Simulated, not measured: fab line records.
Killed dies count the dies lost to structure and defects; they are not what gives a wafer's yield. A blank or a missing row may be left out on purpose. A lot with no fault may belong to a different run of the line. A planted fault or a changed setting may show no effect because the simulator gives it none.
fab line records	flow sky130	part 1 of 2: steps 1 to 24 of 34
record lots=5	wafers=15	lastDay=50
route steps=708 shown LI_CONTACT@363 LOCAL_INTERCONNECT@387
lots untouched by any fault: they come from a run of this same line in which no faults occurred
startH: hours from the record's first day to the start of the lot's first wafer shown	waitH: hours since the lot's step before	" unchanged from the row above	L1.1+2: a row that stands for several wafers	- no value, or no start was given	* or withheld: withheld	< > ~ a bound
route shown NAME@n: names a module that has steps shown in the file, with the first one's number in the route	usual: mean/standard deviation taken from wafers without a fault	same: alike in all rows	chamber/n: place in a boat	sites: the reading at each site	_std_site: their standard deviation	_edge_site: mean of outer sites minus mean of inner sites	radiusMm: for every site, how far away it sits from the centre of the wafer	mask NAME#n: copy n	behind: the tool/chamber that last shaped the wafer	hold: what put the lot on hold/how long, in hours/how the hold closed	device: transistor that didn't switch, given as n, p or np	end of line: tests run on the same wafers once the route is complete	a step without rows: its recipe alone	killed: at the first sort, the dies lost to defects and structure; wafer yield is something else	map: shows each die of a wafer: x if killed, . if not, _ if none is there
set.NAME: the setting that was run; set.NAME@STEP: the one run at that earlier step	model.NAME: the simulator's own value behind a step, which no gauge read
lots at selected steps of the route; one table per step, one row per wafer
services: when a tool's chamber went out of use (startH, in hours from the record's first day, below 0 if earlier), for how many hours, and the reason
## steps
# step SKY_LI_CONTACT_THK_MEAS_01
# recipe reads=PSG_of_LI_CONTACT_HDPCVD_00
# usual LI_CONTACT_HDPCVD_THK=928/8.6
lot.wafer	tool	chamber	startH	waitH	LI_CONTACT_HDPCVD_THK[nm]
L088.2	filmMetro-03	-	760.01	0.1	918
L088.3	"	-	"	"	925
L088.4	"	-	"	"	934
L089.1	filmMetro-04	-	764.73	0.1	928
L089.3	"	-	"	"	930
L089.6	"	-	"	"	927
L092.2	filmMetro-01	-	793.77	0.1	923
L092.4	"	-	"	"	928
L092.6	"	-	"	"	934
L095.1	filmMetro-03	-	809.11	0.1	926
L095.3	"	-	"	"	930
L095.4	"	-	"	"	934
L097.1	filmMetro-01	-	826.54	0.1	925
L097.4	"	-	"	"	925
L097.5	"	-	"	"	926
# step SKY_LI_CONTACT_CMP_02
# recipe material=PSG	downForcePsi=4	platenRpm=60	padVelocityMS=0.94248
# usual motorCurrentA=11.9/1.6	slurryFilterDpKPa=13.50/0.13	timeToEndpointS=31.6/2.4
lot.wafer	tool	chamber	startH	waitH	motorCurrentA	slurryFilterDpKPa	timeToEndpointS
L088.4	cmp-01	2	760.06	0.0	11.9	13.55	31.5
L088.2	"	3	"	"	12.0	13.62	32.0
L088.3	"	1	"	"	14.8	13.30	34.5
L089.1	cmp-01	3	764.79	0.1	11.5	13.36	32.6
L089.3	"	2	"	"	12.3	13.81	33.0
L089.6	"	3	"	"	11.6	13.53	33.7
L092.4	cmp-01	3	793.82	0.0	11.5	13.28	29.7
L092.2	"	1	"	"	14.9	13.39	32.8
L092.6	"	3	"	"	11.3	13.75	31.8
L095.4	cmp-01	2	809.17	0.0	12.6	13.33	34.0
L095.3	"	3	"	"	11.3	13.55	33.7
L095.1	"	0	"	"	10.6	13.43	29.7
L097.1	cmp-01	3	826.66	0.1	11.3	13.36	31.9
L097.4	"	2	"	"	11.8	13.57	32.1
L097.5	"	0	"	"	10.0	13.35	33.5
# step SKY_LI_CONTACT_BOW_MEAS_03
# recipe mode=bow
# usual LI_CONTACT_BOW=56/6.4
lot.wafer	tool	chamber	startH	waitH	LI_CONTACT_BOW[um]
L088.2	filmMetro-03	-	760.38	0.2	50
L088.3	"	-	"	"	47
L088.4	"	-	"	"	55
L089.1	filmMetro-03	-	765.09	0.2	58
L089.3	"	-	"	"	51
L089.6	"	-	"	"	57
L092.2	filmMetro-03	-	794.14	0.2	52
L092.4	"	-	"	"	52
L092.6	"	-	"	"	67
L095.1	filmMetro-03	-	809.47	0.1	53
L095.3	"	-	"	"	62
L095.4	"	-	"	"	60
L097.1	filmMetro-04	-	826.96	0.2	52
L097.4	"	-	"	"	65
L097.5	"	-	"	"	55
# step SKY_LI_CONTACT_DEHYDRATE_04
# recipe tempC=200	timeS=60
# usual chillPlateTempC=23.03/0.1
lot.wafer	tool	chamber	startH	waitH	chillPlateTempC
L088.2	lithoTrack-02	0	773.16	12.8	22.88
L088.3	"	0	"	"	23.00
L088.4	"	0	"	"	22.91
L089.1	lithoTrack-02	0	777.73	12.6	23.14
L089.3	"	0	"	"	23.10
L089.6	"	0	"	"	23.12
L092.2	lithoTrack-01	0	806.65	12.5	22.98
L092.4	"	0	"	"	22.99
L092.6	"	0	"	"	22.98
L095.1	lithoTrack-04	0	822.05	12.6	23.09
L095.3	"	0	"	"	23.26
L095.4	"	0	"	"	23.07
L097.1	lithoTrack-02	0	839.08	12.1	22.99
L097.4	"	0	"	"	22.94
L097.5	"	0	"	"	23.09
# step SKY_LI_CONTACT_HMDS_05
# recipe primeTimeS=60	primeTempC=120
# usual chillPlateTempC=22.99/0.1
lot.wafer	tool	chamber	startH	waitH	chillPlateTempC
L088.2	lithoTrack-02	0	773.31	0.1	22.97
L088.3	"	0	"	"	22.79
L088.4	"	0	"	"	22.86
L089.1	lithoTrack-02	0	777.88	0.1	23.01
L089.3	"	0	"	"	22.91
L089.6	"	0	"	"	22.90
L092.2	lithoTrack-01	0	806.80	0.1	23.18
L092.4	"	0	"	"	23.18
L092.6	"	0	"	"	23.07
L095.1	lithoTrack-04	0	822.20	0.1	22.84
L095.3	"	0	"	"	22.97
L095.4	"	0	"	"	22.96
L097.1	lithoTrack-02	0	839.23	0.1	22.99
L097.4	"	0	"	"	23.09
L097.5	"	0	"	"	22.99
# step SKY_LI_CONTACT_COAT_06
# recipe resist=BARC	tempC=withheld	timeS=withheld	spinRpm=3000	resistThkNm=60
# usual chillPlateTempC=*
lot.wafer	tool	chamber	startH	waitH	chillPlateTempC
L088.2	lithoTrack-02	0	773.46	0.1	*
L088.3	"	0	"	"	*
L088.4	"	0	"	"	*
L089.1	lithoTrack-02	0	778.03	0.1	*
L089.3	"	0	"	"	*
L089.6	"	0	"	"	*
L092.2	lithoTrack-01	0	806.95	0.1	*
L092.4	"	0	"	"	*
L092.6	"	0	"	"	*
L095.1	lithoTrack-04	0	822.35	0.1	*
L095.3	"	0	"	"	*
L095.4	"	0	"	"	*
L097.1	lithoTrack-02	0	839.38	0.1	*
L097.4	"	0	"	"	*
L097.5	"	0	"	"	*
# step SKY_LI_CONTACT_COAT_07
# recipe resist=KrF-thick	spinRpm=3000	resistThkNm=450
# usual chillPlateTempC=23.01/0.11
lot.wafer	tool	chamber	startH	waitH	chillPlateTempC
L088.2	lithoTrack-02	0	-	-	22.96
L088.3	"	0	"	"	22.99
L088.4	"	0	"	"	23.13
L089.1	lithoTrack-02	0	-	-	23.11
L089.3	"	0	"	"	23.14
L089.6	"	0	"	"	22.96
L092.2	lithoTrack-01	0	-	-	23.05
L092.4	"	0	"	"	22.93
L092.6	"	0	"	"	22.96
L095.1	lithoTrack-04	0	-	-	23.17
L095.3	"	0	"	"	23.10
L095.4	"	0	"	"	22.95
L097.1	lithoTrack-02	0	-	-	22.98
L097.4	"	0	"	"	23.10
L097.5	"	0	"	"	23.00
# step SKY_LI_CONTACT_SOFTBAKE_08
# recipe tempC=100	timeS=90	resist=KrF-thick
# usual chillPlateTempC=23.00/0.11
lot.wafer	tool	chamber	startH	waitH	chillPlateTempC
L088.2	lithoTrack-02	0	-	-	23.29
L088.3	"	0	"	"	23.08
L088.4	"	0	"	"	23.06
L089.1	lithoTrack-02	0	-	-	23.04
L089.3	"	0	"	"	22.99
L089.6	"	0	"	"	23.04
L092.2	lithoTrack-01	0	-	-	22.90
L092.4	"	0	"	"	23.03
L092.6	"	0	"	"	22.90
L095.1	lithoTrack-04	0	-	-	23.11
L095.3	"	0	"	"	22.96
L095.4	"	0	"	"	22.90
L097.1	lithoTrack-02	0	-	-	23.08
L097.4	"	0	"	"	23.16
L097.5	"	0	"	"	23.05
# step SKY_LI_CONTACT_EXPOSE_09
# recipe maskId=LICM1	na=0.8	sourceShape=annular	sigmaInner=0.55	sigmaOuter=0.85	targetCdNm=170	doseMj=38
# same sigmaOuter=0.85
lot.wafer	tool	chamber	startH	waitH	mask
L088.2+3+4	krfScanner-01	0	-	-	LICM1#0
L089.1+3+6	krfScanner-01	0	-	-	LICM1#0
L092.2+4+6	krfScanner-02	0	-	-	LICM1#0
L095.1+3+4	krfScanner-01	0	-	-	LICM1#0
L097.1+4+5	krfScanner-02	0	-	-	LICM1#0
# step SKY_LI_CONTACT_PEB_10
# recipe pebTempC=withheld	pebTimeS=withheld	resist=KrF-thick
# usual chillPlateTempC=*
lot.wafer	tool	chamber	startH	waitH	chillPlateTempC
L088.2	lithoTrack-01	0	-	-	*
L088.3	"	0	"	"	*
L088.4	"	0	"	"	*
L089.1	lithoTrack-02	0	-	-	*
L089.3	"	0	"	"	*
L089.6	"	0	"	"	*
L092.2	lithoTrack-02	0	-	-	*
L092.4	"	0	"	"	*
L092.6	"	0	"	"	*
L095.1	lithoTrack-04	0	-	-	*
L095.3	"	0	"	"	*
L095.4	"	0	"	"	*
L097.1	lithoTrack-01	0	-	-	*
L097.4	"	0	"	"	*
L097.5	"	0	"	"	*
# step SKY_LI_CONTACT_DEVELOP_11
# recipe developTimeS=60	resist=KrF-thick	devTempC=21
# usual chillPlateTempC=22.98/0.11
lot.wafer	tool	chamber	startH	waitH	chillPlateTempC
L088.2	lithoTrack-01	0	-	-	23.08
L088.3	"	0	"	"	22.92
L088.4	"	0	"	"	22.84
L089.1	lithoTrack-02	0	-	-	22.80
L089.3	"	0	"	"	23.00
L089.6	"	0	"	"	23.08
L092.2	lithoTrack-02	0	-	-	22.92
L092.4	"	0	"	"	22.97
L092.6	"	0	"	"	23.06
L095.1	lithoTrack-04	0	-	-	22.67
L095.3	"	0	"	"	22.84
L095.4	"	0	"	"	22.89
L097.1	lithoTrack-01	0	-	-	23.00
L097.4	"	0	"	"	23.12
L097.5	"	0	"	"	22.85
# step SKY_LI_CONTACT_CD_MEAS_12
# recipe targetCdNm=170
# usual cdNm=169.7/1.6
lot.wafer	tool	chamber	startH	waitH	cdNm
L088.2	cdSem-02	-	787.39	-	172.0
L088.3	"	-	"	"	173.7
L088.4	"	-	"	"	173.1
L089.1	cdSem-02	-	791.53	-	167.7
L089.3	"	-	"	"	168.0
L089.6	"	-	"	"	168.0
L092.2	cdSem-02	-	820.95	-	168.0
L092.4	"	-	"	"	167.8
L092.6	"	-	"	"	170.0
L095.1	cdSem-01	-	835.80	-	169.4
L095.3	"	-	"	"	168.5
L095.4	"	-	"	"	169.5
L097.1	cdSem-02	-	852.92	-	167.3
L097.4	"	-	"	"	167.9
L097.5	"	-	"	"	167.4
# step SKY_LI_CONTACT_OVL_MEAS_13
# usual LI_CONTACT_OVL=1/5.8
lot.wafer	tool	chamber	startH	waitH	LI_CONTACT_OVL[nm]
L088.2	overlay-02	-	787.50	0.1	13
L088.3	"	-	"	"	3
L088.4	"	-	"	"	12
L089.1	overlay-01	-	791.65	0.1	4
L089.3	"	-	"	"	-7
L089.6	"	-	"	"	-3
L092.2	overlay-01	-	821.06	0.1	3
L092.4	"	-	"	"	6
L092.6	"	-	"	"	6
L095.1	overlay-02	-	835.92	0.1	3
L095.3	"	-	"	"	-1
L095.4	"	-	"	"	10
L097.1	overlay-02	-	853.04	0.1	1
L097.4	"	-	"	"	2
L097.5	"	-	"	"	-1
# step SKY_LI_CONTACT_ETCH_14
# recipe chemistry=N2/H2	target=BARC	ionEnergyEv=200	sourceW=500	biasW=100	pressureMtorr=30	n2FlowSccm=100	h2FlowSccm=200	stopOn=SiO2	timeS=45.9	targetDepthA=600
# usual biasW=100.0/0.32	drypumpMotorCurrentA=5.8/0.46	oesProductAu=0.855/0.0051	rfFwdPowerW=494.2/2.4	throttleValvePct=13.225/0.0085
lot.wafer	tool	chamber	startH	waitH	biasW	drypumpMotorCurrentA	oesProductAu	rfFwdPowerW	rfHoursCounterH	throttleValvePct
L088.2	rieDiel-02	0	787.53	0.0	99.4	5.7	0.856	498.4	1	13.225
L088.3	"	3	"	"	99.8	5.4	0.864	498.9	7	13.242
L088.4	"	1	"	"	99.8	6.0	0.856	492.6	10	13.216
L089.1	rieDiel-01	0	791.69	0.0	100.1	6.2	0.855	489.1	22	13.223
L089.3	"	1	"	"	100.1	6.2	0.849	491.8	22	13.219
L089.6	"	1	"	"	100.0	6.2	0.849	492.5	-	13.221
L092.2	rieDiel-01	3	821.09	0.0	100.1	6.2	0.857	495.4	12	13.227
L092.4	"	0	"	"	99.6	6.2	0.850	492.6	23	13.216
L092.6	"	0	"	"	99.7	6.2	0.854	492.2	-	13.231
L095.1	rieDiel-04	1	835.96	0.0	100.4	5.9	0.860	494.6	2	13.229
L095.3	"	2	"	"	100.2	5.9	0.844	488.2	25	13.220
L095.4	"	3	"	"	100.3	6.5	0.851	491.6	6	13.221
L097.1	rieDiel-01	1	853.08	0.0	99.7	6.2	0.851	492.2	24	13.241
L097.4	"	2	"	"	100.1	4.8	0.858	495.9	18	13.222
L097.5	"	1	"	"	100.5	6.2	0.861	493.2	-	13.222
# step SKY_LI_CONTACT_ETCH_15
# recipe target=PSG	chemistry=C4F8/O2/Ar	stopOn=Si	taperDeg=4.15	maskMaterial=KrF-thick	sourceW=1500	biasW=1200	pressureMtorr=40	c4f8FlowSccm=withheld	O2_flow_sccm=6	Ar_flow_sccm=300	timeS=withheld	targetDepthA=6000
# usual biasW=1200/4.1	oesProductAu=0.836/0.0047	rfFwdPowerW=1492/4.9
lot.wafer	tool	chamber	startH	waitH	biasW	oesProductAu	rfFwdPowerW
L088.2	rieDiel-02	0	787.57	0.0	1198	0.841	1494
L088.3	"	3	"	"	1200	0.840	1494
L088.4	"	1	"	"	1193	0.834	1487
L089.1	rieDiel-01	0	791.73	0.0	1196	0.831	1492
L089.3	"	1	"	"	1195	0.834	1489
L089.6	"	1	"	"	1196	0.835	1488
L092.2	rieDiel-01	3	821.13	0.0	1201	0.837	1497
L092.4	"	0	"	"	1205	0.838	1492
L092.6	"	0	"	"	1202	0.825	1492
L095.1	rieDiel-04	1	836.00	0.0	1202	0.832	1492
L095.3	"	2	"	"	1206	0.843	1498
L095.4	"	3	"	"	1199	0.841	1485
L097.1	rieDiel-01	1	853.12	0.0	1201	0.844	1492
L097.4	"	2	"	"	1196	0.838	1501
L097.5	"	1	"	"	1201	0.838	1490
# step SKY_LI_CONTACT_STRIP_16
# recipe chemistry=O2/N2	powerW=1400	pressureMtorr=1500	platenTempC=withheld	o2FlowSccm=3000	n2FlowSccm=300	overashFraction=0.5
# usual drypumpMotorCurrentA=5.8/0.35	oesProductAu=0.376/0.0053	stripTimeToEndpointS=3.51/0.041
lot.wafer	tool	chamber	startH	waitH	drypumpMotorCurrentA	oesProductAu	rfHoursCounterH	stripTimeToEndpointS
L088.2	plasmaAsher-01	0	787.66	-	5.4	0.381	99	3.44
L088.3	"	0	"	"	5.4	0.383	-	3.56
L088.4	"	1	"	"	6.2	0.377	-	3.50
L089.1	plasmaAsher-04	1	791.82	-	6.1	0.391	5	3.56
L089.3	"	1	"	"	6.1	0.380	-	3.48
L089.6	"	0	"	"	5.7	0.381	-	3.49
L092.2	plasmaAsher-01	0	821.22	-	5.5	0.378	103	3.54
L092.4	"	1	"	"	6.3	0.379	-	3.53
L092.6	"	1	"	"	6.3	0.375	-	3.52
L095.1	plasmaAsher-04	1	836.09	-	6.1	0.375	9	3.51
L095.3	"	0	"	"	5.7	0.373	-	3.44
L095.4	"	1	"	"	6.1	0.374	-	3.57
L097.1	plasmaAsher-04	0	853.21	-	5.7	0.378	11	3.44
L097.4	"	1	"	"	6.1	0.385	-	3.52
L097.5	"	0	"	"	5.6	0.372	-	3.46
# step SKY_LI_CONTACT_CLEAN_17
# recipe chemistry=NMP	timeS=600	tempC=60	dry=n2Spin
# usual bathHeatDutyPct=9.5/0.81
lot.wafer	tool	chamber	startH	waitH	bathHeatDutyPct
L088.2	wetBench-04	1	787.76	0.1	10.3
L088.3	"	1	"	"	10.2
L088.4	"	1	"	"	9.4
L089.1	wetBench-01	1	791.92	0.1	10.3
L089.3	"	1	"	"	9.5
L089.6	"	1	"	"	10.6
L092.2	wetBench-01	2	821.32	0.1	10.1
L092.4	"	2	"	"	9.4
L092.6	"	2	"	"	11.0
L095.1	wetBench-04	1	836.19	0.1	10.0
L095.3	"	1	"	"	8.3
L095.4	"	1	"	"	9.2
L097.1	wetBench-04	3	853.31	0.1	10.2
L097.4	"	3	"	"	9.9
L097.5	"	3	"	"	9.6
# step SKY_LI_CONTACT_PRE_CLEAN_18
# recipe gas=Ar	timeS=5.6	biasV=358
lot.wafer	tool	chamber	startH	waitH
L088.2+3+4	pvdSputter-04	-	787.95	0.0
L089.1+3+6	pvdSputter-01	-	792.09	0.0
L092.2+4+6	pvdSputter-04	-	821.49	0.0
L095.1+3+4	pvdSputter-04	-	836.36	0.0
L097.1+4+5	pvdSputter-01	-	853.48	0.0
# step SKY_LI_CONTACT_SPUTTER_19
# recipe material=Ti	targetThkNm=20	chamberPressurePa=5	powerW=2500	substrateTempC=200	timeS=106.37
# usual throttleValvePct=30.6/1.2
lot.wafer	tool	chamber	startH	waitH	throttleValvePct
L088.2	pvdSputter-04	-	787.97	0.0	28.8
L088.3	"	-	"	"	32.6
L088.4	"	-	"	"	31.1
L089.1	pvdSputter-01	-	792.11	0.0	31.5
L089.3	"	-	"	"	31.2
L089.6	"	-	"	"	28.6
L092.2	pvdSputter-04	-	821.51	0.0	31.1
L092.4	"	-	"	"	28.8
L092.6	"	-	"	"	29.7
L095.1	pvdSputter-04	-	836.38	0.0	32.7
L095.3	"	-	"	"	29.7
L095.4	"	-	"	"	29.6
L097.1	pvdSputter-01	-	853.50	0.0	31.9
L097.4	"	-	"	"	31.3
L097.5	"	-	"	"	31.8
# step SKY_LI_CONTACT_SPUTTER_20
# recipe material=TiN	targetThkNm=20	chamberPressurePa=5	powerW=4000	timeS=80
# usual throttleValvePct=30.6/1.2
lot.wafer	tool	chamber	startH	waitH	throttleValvePct
L088.2	pvdSputter-04	-	788.04	0.0	28.7
L088.3	"	-	"	"	32.5
L088.4	"	-	"	"	31.1
L089.1	pvdSputter-01	-	792.19	0.0	31.9
L089.3	"	-	"	"	30.8
L089.6	"	-	"	"	28.8
L092.2	pvdSputter-04	-	821.59	0.0	31.0
L092.4	"	-	"	"	28.6
L092.6	"	-	"	"	29.5
L095.1	pvdSputter-04	-	836.46	0.0	32.3
L095.3	"	-	"	"	29.7
L095.4	"	-	"	"	29.9
L097.1	pvdSputter-01	-	853.58	0.0	32.0
L097.4	"	-	"	"	31.1
L097.5	"	-	"	"	32.1
# step SKY_LI_CONTACT_CVD_21
# recipe material=W	targetThkNm=400	timeS=120.56	tempC=400	pressureTorr=40
# usual heaterPowerW=945/67
lot.wafer	tool	chamber	startH	waitH	heaterPowerW
L088.2	cvdW-02	0	788.10	0.0	995
L088.3	"	0	"	"	1020
L088.4	"	1	"	"	849
L089.1	cvdW-01	1	792.25	0.0	996
L089.3	"	0	"	"	946
L089.6	"	1	"	"	962
L092.2	cvdW-02	0	821.65	0.0	979
L092.4	"	1	"	"	859
L092.6	"	1	"	"	842
L095.1	cvdW-02	1	836.52	0.0	866
L095.3	"	0	"	"	1005
L095.4	"	1	"	"	845
L097.1	cvdW-01	1	853.64	0.0	950
L097.4	"	1	"	"	983
L097.5	"	1	"	"	1010
# step SKY_LI_CONTACT_RS_MEAS_22
# recipe thkMeasGauge=four-point-probe	reads=W_of_LI_CONTACT_CVD_21+TiN_of_LI_CONTACT_SPUTTER_20+Ti_of_LI_CONTACT_SPUTTER_19
# usual LI_CONTACT_W_RS=0.284/0.0035
lot.wafer	tool	chamber	startH	waitH	LI_CONTACT_W_RS[ohm/sq]
L088.2	filmMetro-01	-	788.25	0.1	0.285
L088.3	"	-	"	"	0.285
L088.4	"	-	"	"	0.290
L089.1	filmMetro-01	-	792.37	0.1	0.290
L089.3	"	-	"	"	0.285
L089.6	"	-	"	"	0.288
L092.2	filmMetro-03	-	821.79	0.1	0.281
L092.4	"	-	"	"	0.284
L092.6	"	-	"	"	0.284
L095.1	filmMetro-03	-	836.64	0.1	0.291
L095.3	"	-	"	"	0.287
L095.4	"	-	"	"	0.296
L097.1	filmMetro-04	-	853.89	0.2	0.282
L097.4	"	-	"	"	0.283
L097.5	"	-	"	"	0.281
# step SKY_LI_CONTACT_THK_MEAS_23
# recipe thkMeasGauge=xrf	reads=W_of_LI_CONTACT_CVD_21
# usual LI_CONTACT_W_THK=405/7
lot.wafer	tool	chamber	startH	waitH	LI_CONTACT_W_THK[nm]
L088.2	filmMetro-01	-	788.36	0.1	418
L088.3	"	-	"	"	415
L088.4	"	-	"	"	411
L089.1	filmMetro-01	-	792.49	0.1	408
L089.3	"	-	"	"	409
L089.6	"	-	"	"	408
L092.2	filmMetro-03	-	821.90	0.1	407
L092.4	"	-	"	"	401
L092.6	"	-	"	"	401
L095.1	filmMetro-03	-	836.76	0.1	391
L095.3	"	-	"	"	400
L095.4	"	-	"	"	387
L097.1	filmMetro-04	-	854.01	0.1	406
L097.4	"	-	"	"	408
L097.5	"	-	"	"	410
# step SKY_LI_CONTACT_CMP_24
# recipe stopOn=PSG	tOverpolishS=20	downForcePsi=3.5	platenRpm=60	targetThkNm=0	padVelocityMS=0.94248
# usual motorCurrentA=10.8/1.4	overpolishRunS=20.000/0.0088	slurryFilterDpKPa=13.52/0.13	timeToEndpointS=97/3.6
lot.wafer	tool	chamber	startH	waitH	motorCurrentA	overpolishRunS	slurryFilterDpKPa	timeToEndpointS
L088.4	cmp-01	0	788.41	0.0	9.0	19.998	13.35	89
L088.3	"	2	"	"	11.2	20.005	13.52	90
L088.2	"	3	"	"	9.9	19.994	13.26	95
L089.1	cmp-02	1	792.55	0.1	8.6	19.991	13.41	97
L089.3	"	3	"	"	11.4	19.995	13.66	101
L089.6	"	2	"	"	11.4	19.994	13.12	91
L092.4	cmp-02	1	821.95	0.0	9.0	19.979	13.52	94
L092.2	"	0	"	"	11.2	20.013	13.68	97
L092.6	"	2	"	"	11.1	19.984	13.64	89
L095.3	cmp-01	2	836.87	0.1	10.9	20.000	13.55	102
L095.1	"	3	"	"	10.3	20.004	13.40	95
L095.4	"	0	"	"	9.8	19.999	13.61	94
L097.1	cmp-01	0	854.12	0.1	8.9	19.995	13.57	99
L097.4	"	1	"	"	13.3	19.996	13.73	99
L097.5	"	0	"	"	9.4	19.998	13.75	99
